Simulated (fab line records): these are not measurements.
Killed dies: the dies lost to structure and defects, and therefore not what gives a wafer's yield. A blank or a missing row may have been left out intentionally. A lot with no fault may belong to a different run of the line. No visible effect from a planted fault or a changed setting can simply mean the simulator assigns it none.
Chamber matching / flow gf180mcu / 3 sister chambers for GF_V1_CVD_02 on pecvd-02
The step deposits SiO2 from TEOS, target thk 850 nm, time 94.851 s. 6 wafers are shown with their chamber, then 7 later ones without.

## WAFERS, EACH WITH ITS CHAMBER
wafer=L103.3; chamber=1; heater_power_w (W)=617
wafer=L104.6; chamber=2; heater_power_w (W)=606
wafer=L105.5; chamber=2; heater_power_w (W)=668
wafer=L105.6; chamber=1; heater_power_w (W)=616
wafer=L106.1; chamber=0; heater_power_w (W)=549
wafer=L106.4; chamber=0; heater_power_w (W)=620

## WAFERS MISSING THEIR CHAMBER
wafer=L106.5; heater_power_w (W)=620
wafer=L118.1; heater_power_w (W)=783
wafer=L118.3; heater_power_w (W)=577
wafer=L118.5; heater_power_w (W)=609
wafer=L119.2; heater_power_w (W)=718
wafer=L119.3; heater_power_w (W)=564
wafer=L119.5; heater_power_w (W)=603

## WHICH CHAMBER EACH ONE RAN IN
wafer=L106.5; from the rows above=can't be placed: 1 or 2 or 0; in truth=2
wafer=L118.1; from the rows above=can't be placed: 2 or 1 or 0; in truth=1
wafer=L118.3; from the rows above=can't be placed: 0 or 1 or 2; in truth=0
wafer=L118.5; from the rows above=can't be placed: 1 or 0 or 2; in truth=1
wafer=L119.2; from the rows above=can't be placed: 2 or 1 or 0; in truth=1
wafer=L119.3; from the rows above=can't be placed: 0 or 1 or 2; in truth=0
wafer=L119.5; from the rows above=can't be placed: 1 or 0 or 2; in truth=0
Correct placement for 0 of the 7. From these rows, 7 cannot be placed; in 7 the true chamber is one of the candidates. Placed wrongly: 0.
How it was worked out, from the rows above alone: a wafer's distance from a chamber is the root of the sum, over the readings, of the square of ((its reading less the chamber's mean) divided by the reading's scatter). If the next closest chamber is less than 2 further off than the closest, the wafer can't be placed; otherwise it belongs to the closest. For every chamber, the mean is computed from those of its wafers that are shown. The scatter: the root of (the sum of the squares of (reading less its chamber's mean) over the shown wafers, divided by (wafers less chambers)).
